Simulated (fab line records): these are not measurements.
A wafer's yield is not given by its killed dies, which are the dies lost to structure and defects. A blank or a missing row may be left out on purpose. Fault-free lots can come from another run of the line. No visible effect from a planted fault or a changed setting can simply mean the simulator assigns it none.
Comparing a struck lot with a sound one + flow sky130 + 14 out of 708 route steps
Sound: wafers L358.2, L358.3, L358.6. Wafers struck: L375.2, L375.4, L375.6. Last of all comes the cause.
Each step with rows lists, per side, the tool, then ch with its chambers, then its first start. Under that, the readings that differ: sound wafers + struck wafers + difference of the means + sigmas: that difference in standard deviations of wafers without a fault.
alike: readings with means less than 2 such deviations apart, plus words and numbers identical on both sides. not compared: withheld readings, readings lacking a value on some wafer, bounds such as >300 that could conceal the same value, and numbers that have no deviation in the record and whose values overlap.
A row with sigmas, a row that says differs or no value, or rows on one side alone: a step with any of these is where the two part. Non-overlapping numbers with no deviation appear without sigmas and do not part them. Lack of a reading on every wafer of one side parts them only where that side has two or more wafers.

first, 1 step without rows for these wafers: SKY_VIA4_DEVELOP_10 (develop time 60 s).
SKY_VIA4_OVL_MEAS_11:
  sound on overlay-02 at day 44 20:58; struck on overlay-01 at day 48 17:08
| reading       | sound        | struck      | difference | sigmas |
|---------------|--------------|-------------|------------|--------|
| VIA4_OVL (nm) | 0.2 -0.9 0.3 | 2.4 1.3 2.4 | +2.2       | +2     |
SKY_VIA4_ETCH_12: etches SiO2 in C4F8/O2/Ar, stops on TiN, target depth 580 nm.
  sound on rie diel-01 ch 0,1,3, day 44 20:59; struck on rie diel-03 ch 1,3, day 48 17:10
  alike: bias w, oes product au
SKY_VIA4_STRIP_13: strips in O2/N2.
  sound on plasma asher-01 ch 0,1, day 44 21:04; struck on plasma asher-04 ch 0,1, day 48 17:15
  alike: drypump motor current A, oes product au, strip time to endpoint s
  not compared: rf hours counter h
then, 3 steps without rows for these wafers: SKY_VIA4_STRIP_14 (strips in post etch residue remover, time 1200 s); SKY_VIA4_CLEAN_15 (cleans in IPA, time 180 s); SKY_VIA4_CLEAN_16 (cleans in O3/DIW).
SKY_VIA4_SPUTTER_17: material TiN, target thk 20 nm, time 80 s.
  sound on pvd sputter-03 at day 44 21:42; struck on pvd sputter-04 at day 48 17:50
  alike: cathode dc power W, chamber pressure pa, throttle valve pct
SKY_VIA4_CVD_18: deposits W, target thk 505 nm, time 152.14 s.
  sound on cvd w-01 ch 0,1, day 44 21:46; struck on cvd w-02 ch 1, day 48 17:57
  alike: heater power w
  not compared: since wet clean h
SKY_VIA4_RS_MEAS_19: the measuring method here is four-point-probe.
  sound on film metro-04 at day 44 21:56; struck on film metro-04 at day 48 18:13
  alike: VIA4_W_RS
SKY_VIA4_THK_MEAS_20: measures by xrf.
  sound on film metro-04 at day 44 22:02; struck on film metro-04 at day 48 18:20
  alike: VIA4_W_THK
SKY_VIA4_CMP_21: polishes, stops on SiO2, t overpolish 25 s, target thk 0 nm.
  sound on cmp-02 ch 0,1,3, day 44 22:20; struck on cmp-02 ch 0,2,3, day 48 18:30
  alike: motor current A, overpolish run s, time to endpoint s
SKY_METAL5_SPUTTER_00: material Ti, target thk 15 nm, time 10 s.
  sound on pvd sputter-01 at day 44 22:33; struck on pvd sputter-02 at day 48 18:45
  no value came back on the struck wafers for cathode dc power W (W), chamber pressure pa (Pa), throttle valve pct (%); on the sound wafers cathode dc power W (W) reads 3000.6 2999.1 2999.7
then, 1 step without rows for these wafers: SKY_METAL5_SPUTTER_01 (material TiN, target thk 20 nm, time 16.7 s).

== WHERE THEY PART ==
Last at SKY_METAL5_SPUTTER_00 as far as this record goes, first at SKY_VIA4_OVL_MEAS_11.

WHY: the cause the simulator had injected
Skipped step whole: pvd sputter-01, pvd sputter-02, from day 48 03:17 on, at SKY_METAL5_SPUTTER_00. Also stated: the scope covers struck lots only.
